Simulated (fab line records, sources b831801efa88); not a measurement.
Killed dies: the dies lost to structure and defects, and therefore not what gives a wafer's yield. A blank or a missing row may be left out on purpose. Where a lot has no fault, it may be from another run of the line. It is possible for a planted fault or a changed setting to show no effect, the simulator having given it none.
8D (eight disciplines) problem report, filled in by code + flow sky130 + the parts of the form that need people (team, actions taken, sign-off) are left out

1. THE ISSUE
Wafers without a fault read 0.3999 Pa, standard deviation 0.00079; chamber_pressure_pa at SKY_METAL3_SPUTTER_02 reads a mean of 0.2962 Pa on 6 wafers belonging to 2 lots. That is -99 or more standard deviations from the usual mean.
The step: material AlCu, target thk 735 nm, time 39.1 s.
The first sign was on wafer L336.1 at day 39 06:48, on pvd_sputter-02. At this step, 33 wafers from 11 lots have a number in the record. The rule behind "out" and "out of limits": a value lying over 4 standard deviations away from the usual mean. The other wafers with a number count as sound.

2. WHAT THIS IS AND IS NOT
| question                    | is                                      | is not                                                                                       |
|-----------------------------|-----------------------------------------|----------------------------------------------------------------------------------------------|
| which readings at this step | chamber_pressure_pa, throttle_valve_pct | -                                                                                            |
| which lots                  | L336, L340                              | L330, L331, L333, L337, L346, L348, L349, L350, L351                                         |
| which wafers of those lots  | all that have a number                  | -                                                                                            |
| read on which tools         | pvd_sputter-02                          | pvd_sputter-01, pvd_sputter-03                                                               |
| when                        | from day 39 06:48                       | up to then (12 sound wafers); but 15 sound wafers of L346, L348, L349, L350, L351 came after |

3. THE SUSPECTS, EACH WITH WHAT RULES IT OUT
Counting: any tool at a process step up to the reading is kept as a suspect provided that every lot that is out went through it and no sound lot did after the first of them.
- pvd_sputter-02 at SKY_METAL3_SPUTTER_02 (material AlCu, target thk 735 nm, time 39.1 s): kept. Every lot that is out went through it, starting with L336 (day 39 06:48), and after that it ran no sound lot; the last sound lot it ran before then is L337 (day 39 04:37). Out on those wafers are its own readings of chamber_pressure_pa, throttle_valve_pct.
The count leaves pvd_sputter-02 at SKY_METAL3_SPUTTER_02.

4. THE CAUSE (what the simulator had put in)
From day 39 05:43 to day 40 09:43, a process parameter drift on pvd_sputter-02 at SKY_METAL3_SPUTTER_02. A move of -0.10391 in setting chamber_pressure_pa, from 0.4. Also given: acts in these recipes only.
Only this tool survived the counting.

5. THE CHAIN OF EFFECTS, in route order
Rows list readings where the struck wafers' mean (over those with a number) sits beyond 3 standard deviations from the usual. Scope: only readings with a usual standard deviation given in the record; hours: median across lots of the time from each lot's start at the first step in this table that gives one to its start at this step; sigmas: change in usual standard deviations.
| hours | step                  | reading             | usual     | on struck wafers | change  | sigmas      |
|-------|-----------------------|---------------------|-----------|------------------|---------|-------------|
| 0     | SKY_METAL3_SPUTTER_02 | chamber_pressure_pa | 0.3999 Pa | 0.2962           | -0.1037 | -99 or more |
| 0     | SKY_METAL3_SPUTTER_02 | throttle_valve_pct  | 29.4 %    | 34.7             | +5.3    | +5.4        |
The process steps in it:
- SKY_METAL3_SPUTTER_02: material AlCu, target thk 735 nm, time 39.1 s.
At these later measuring or inspecting steps, every struck wafer for which the step has a row has a number for every such reading, and none has moved that far: SKY_CAPM_RS_MEAS_03, SKY_CAPM_OVL_MEAS_12.

6. HOW IT WOULD HAVE BEEN CAUGHT EARLIER
In this record the first reading out of limits was taken at day 39 06:48, 1 hour after the fault began at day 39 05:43.
